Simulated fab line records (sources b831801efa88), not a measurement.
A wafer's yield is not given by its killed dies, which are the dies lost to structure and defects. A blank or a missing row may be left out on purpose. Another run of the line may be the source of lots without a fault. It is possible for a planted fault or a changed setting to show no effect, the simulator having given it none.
Problem report, 8D (eight disciplines) form, completed by code / flow sky130 / the parts of the form that need people (team, actions taken, sign-off) are left out

== 1. THE ISSUE ==
strip_time_to_endpoint_s at SKY_SD_N_STRIP_11 reads a mean of 22.11 s on 3 wafers of 2 lots; wafers without a fault read 22.57 s with a standard deviation of 0.046. Relative to the usual mean, that is a shift of -9.9 standard deviations.
The step: strips in O2/N2.
Earliest sighting: wafer L254.1 on plasma_asher-03 at day 31 07:20. The record holds 38 wafers of 13 lots with a number at this step. Rule for "out", or "out of limits": more than 4 standard deviations from the usual mean. Any other wafer with a number is counted as sound.

== 2. WHAT THIS IS AND IS NOT ==
question=which readings at this step | is=strip_time_to_endpoint_s | is not=drypump_motor_current_A
question=which lots | is=L254, L257 | is not=L248, L250, L259, L260, L261, L262, L263, L265, L266, L267, L268
question=which wafers of those lots | is=L254.1, L257.1, L257.6 | is not=L254.4, L257.4
question=read on which tools | is=plasma_asher-03 | is not=plasma_asher-01, plasma_asher-04
question=when | is=from day 31 07:20 | is not=up to then (7 sound wafers); but 28 sound wafers of L257, L259, L260, L261, L262, L263, L265, L266, L267, L268 came after

== 3. THE SUSPECTS, EACH WITH WHAT RULES IT OUT ==
Counting: any tool at a process step up to the reading remains a suspect provided it ran every lot that is out. Sound lots after the first of them don't rule it out here, since some wafers of a struck lot are sound.
- litho_track-01 at SKY_SD_N_COAT_02 (resist thk 1140 nm): kept. It ran every lot that is out, first L254 (day 30 16:20); its last sound lot up to then is L248 (day 28 15:46).
- plasma_asher-03 at SKY_SD_N_STRIP_11 (strips in O2/N2): kept. It ran every lot that is out, first L254 (day 31 07:20); its last sound lot up to then is L248 (day 29 06:18). Its own strip_time_to_endpoint_s readings are out on those wafers.
Left after counting: litho_track-01 at SKY_SD_N_COAT_02, plasma_asher-03 at SKY_SD_N_STRIP_11.

== 4. THE CAUSE (what the simulator had put in) ==
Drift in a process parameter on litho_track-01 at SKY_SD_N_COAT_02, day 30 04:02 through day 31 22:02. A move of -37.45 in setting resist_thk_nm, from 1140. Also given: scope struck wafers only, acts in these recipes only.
Counting leaves 2 suspects; this tool is one of them.

== 5. THE CHAIN OF EFFECTS, in route order ==
Rows list readings where the struck wafers' mean (over those with a number) sits beyond 3 standard deviations from the usual. Readings are gone through only where the record gives a usual standard deviation; hours: the median, over the lots, of the time from a lot's start at the first step in this table giving one to that lot's start at this step; sigmas: the change measured in usual standard deviations.
hours=0; step=SKY_SD_N_STRIP_11; reading=strip_time_to_endpoint_s; usual=22.57 s; on struck wafers=22.11; change=-0.46; sigmas=-9.9
Here are the process steps it includes:
- SKY_SD_N_STRIP_11: strips in O2/N2.
Later steps that measure or inspect, where all struck wafers having a row at the step show a number for every such reading and not one has moved that far: SKY_LI_CONTACT_THK_MEAS_01, SKY_LI_CONTACT_OVL_MEAS_13.

== 6. HOW IT WOULD HAVE BEEN CAUGHT EARLIER ==
The fault began at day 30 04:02; the first out-of-limits reading in this record came at day 31 07:20, 27 hours later.
Among the 2 lots that are out, L257 began SKY_SD_N_COAT_02 on litho_track-01 after day 31 07:20. A tool hold placed at that time would have kept it from harm.
